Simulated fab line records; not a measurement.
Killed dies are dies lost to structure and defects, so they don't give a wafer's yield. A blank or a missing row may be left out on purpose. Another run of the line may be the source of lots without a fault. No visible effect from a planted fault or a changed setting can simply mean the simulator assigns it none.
Matching of chambers + flow sky130 + 3 sister chambers for SKY_CAPM_CVD_00 on pecvd-02
The step deposits SiO2, target thk 15.5 nm. 18 wafers are shown with their chamber, then 9 later ones without.

== WAFERS, EACH WITH ITS CHAMBER ==
| wafer  | chamber | heater power w (W) | heater power outer w (W) | rf fwd power W (W) |
|--------|---------|--------------------|--------------------------|--------------------|
| L261.1 | 2       | 683                | 421                      | 441.0              |
| L261.2 | 1       | 531                | 330                      | 441.4              |
| L261.5 | 0       | 779                | 492                      | 443.1              |
| L264.3 | 1       | 579                | 356                      | 437.4              |
| L264.5 | 0       | 724                | 427                      | 441.9              |
| L264.6 | 2       | 732                | 433                      | 440.7              |
| L265.1 | 0       | 712                | 446                      | 442.9              |
| L265.3 | 2       | 683                | 394                      | 440.0              |
| L265.4 | 0       | 727                | 433                      | 442.7              |
| L267.2 | 0       | 820                | 507                      | 445.3              |
| L267.4 | 2       | 661                | 400                      | 440.4              |
| L267.5 | 1       | 548                | 328                      | 438.7              |
| L272.1 | 0       | 807                | 483                      | 442.8              |
| L272.5 | 1       | 552                | 329                      | 441.0              |
| L272.6 | 2       | 614                | 342                      | 438.3              |
| L274.1 | 0       | 826                | 516                      | 442.2              |
| L274.2 | 1       | 581                | 352                      | 438.8              |
| L274.6 | 2       | 656                | 373                      | 440.6              |

SIGNATURES, as means of the wafers listed above
| reading              | chamber 0 | chamber 1 | chamber 2 | scatter within a chamber |
|----------------------|-----------|-----------|-----------|--------------------------|
| heater power w       | 770.71    | 558.20    | 671.50    | 39.9                     |
| heater power outer w | 472.00    | 339.00    | 393.83    | 30.7                     |
| rf fwd power W       | 442.986   | 439.460   | 440.167   | 1.25                     |
Rule: a wafer's distance from a chamber is the root of the sum, over the readings, of the square of ((its reading less the chamber's mean) divided by the reading's scatter). The wafer belongs to the nearest chamber; if the next one is less than 2 further off, it can't be placed. The scatter: take each reading less its chamber's mean, square it, sum over the shown wafers, divide by the number of wafers less the number of chambers, and take the root.

== WAFERS MISSING THEIR CHAMBER ==
| wafer  | heater power w (W) | heater power outer w (W) | rf fwd power W (W) |
|--------|--------------------|--------------------------|--------------------|
| L277.1 | 486                | 286                      | 439.8              |
| L277.2 | 708                | 425                      | 442.6              |
| L277.3 | 756                | 448                      | 445.8              |
| L279.1 | 592                | 357                      | 437.8              |
| L279.2 | 727                | 436                      | 440.6              |
| L279.5 | 716                | 423                      | 440.8              |
| L283.1 | 783                | 472                      | 443.5              |
| L283.3 | 772                | 483                      | 445.5              |
| L283.5 | 787                | 482                      | 443.2              |

== EACH ONE'S CHAMBER ==
| wafer  | from the rows above     | in truth |
|--------|-------------------------|----------|
| L277.1 | 1                       | 1        |
| L277.2 | can't be placed: 0 or 2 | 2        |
| L277.3 | 0                       | 0        |
| L279.1 | can't be placed: 1 or 2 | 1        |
| L279.2 | can't be placed: 2 or 0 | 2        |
| L279.5 | can't be placed: 2 or 0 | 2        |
| L283.1 | 0                       | 0        |
| L283.3 | 0                       | 0        |
| L283.5 | 0                       | 0        |
Correct placement for 5 of the 9. Cannot be placed on the basis of these rows: 4; the candidates contain the true chamber in 4. 0 placed wrongly.
